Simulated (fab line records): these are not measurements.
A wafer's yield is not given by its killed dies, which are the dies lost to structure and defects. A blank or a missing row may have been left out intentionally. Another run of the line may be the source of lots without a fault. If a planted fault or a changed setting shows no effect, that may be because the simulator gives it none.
Chamber matching || flow sky130 || SKY_VIA2_CMP_02 on cmp-01: 4 sister chambers
The step polishes SiO2. 4 wafers are shown with their chamber, then 9 later ones without.

== WAFERS PAIRED WITH THEIR CHAMBERS ==
{"wafer": "L084.6", "chamber": 3, "motorCurrentA (A)": 12.4}
{"wafer": "L091.2", "chamber": 2, "motorCurrentA (A)": 11.3}
{"wafer": "L091.4", "chamber": 0, "motorCurrentA (A)": 12.7}
{"wafer": "L091.6", "chamber": 1, "motorCurrentA (A)": 11.6}

== WAFERS WHOSE CHAMBER IS MISSING ==
{"wafer": "L093.3", "motorCurrentA (A)": 11.2}
{"wafer": "L093.5", "motorCurrentA (A)": 11.2}
{"wafer": "L093.6", "motorCurrentA (A)": 12.7}
{"wafer": "L094.3", "motorCurrentA (A)": 13.0}
{"wafer": "L094.4", "motorCurrentA (A)": 11.0}
{"wafer": "L094.6", "motorCurrentA (A)": 12.1}
{"wafer": "L095.1", "motorCurrentA (A)": 12.5}
{"wafer": "L095.2", "motorCurrentA (A)": 11.9}
{"wafer": "L095.6", "motorCurrentA (A)": 11.3}

== THE CHAMBER EACH PASSED THROUGH ==
{"wafer": "L093.3", "from the rows above": "can't be placed: 2 or 1", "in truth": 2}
{"wafer": "L093.5", "from the rows above": "can't be placed: 2 or 1", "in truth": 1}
{"wafer": "L093.6", "from the rows above": "can't be placed: 0 or 3", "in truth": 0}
{"wafer": "L094.3", "from the rows above": "can't be placed: 0 or 3", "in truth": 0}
{"wafer": "L094.4", "from the rows above": "can't be placed: 2 or 1", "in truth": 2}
{"wafer": "L094.6", "from the rows above": "can't be placed: 3 or 1 or 0", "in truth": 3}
{"wafer": "L095.1", "from the rows above": "can't be placed: 3 or 0", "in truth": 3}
{"wafer": "L095.2", "from the rows above": "can't be placed: 1 or 3 or 2", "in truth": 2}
{"wafer": "L095.6", "from the rows above": "can't be placed: 2 or 1", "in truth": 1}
Correctly placed: 0 of 9. Not placeable from these rows: 9 (in 9, the candidates include the true chamber). Wrongly placed: 0.
How it was worked out, from the rows above alone: a wafer's distance from a chamber is the root of the sum, over the readings, of the square of ((its reading less the chamber's mean) divided by the reading's scatter). The wafer belongs to the nearest chamber; if the next one is less than 2 further off, it can't be placed. A chamber's mean is the mean of its shown wafers. The scatter: with one shown wafer a chamber, the root of the mean of the squares of how far each hidden wafer lies from its nearest shown one.
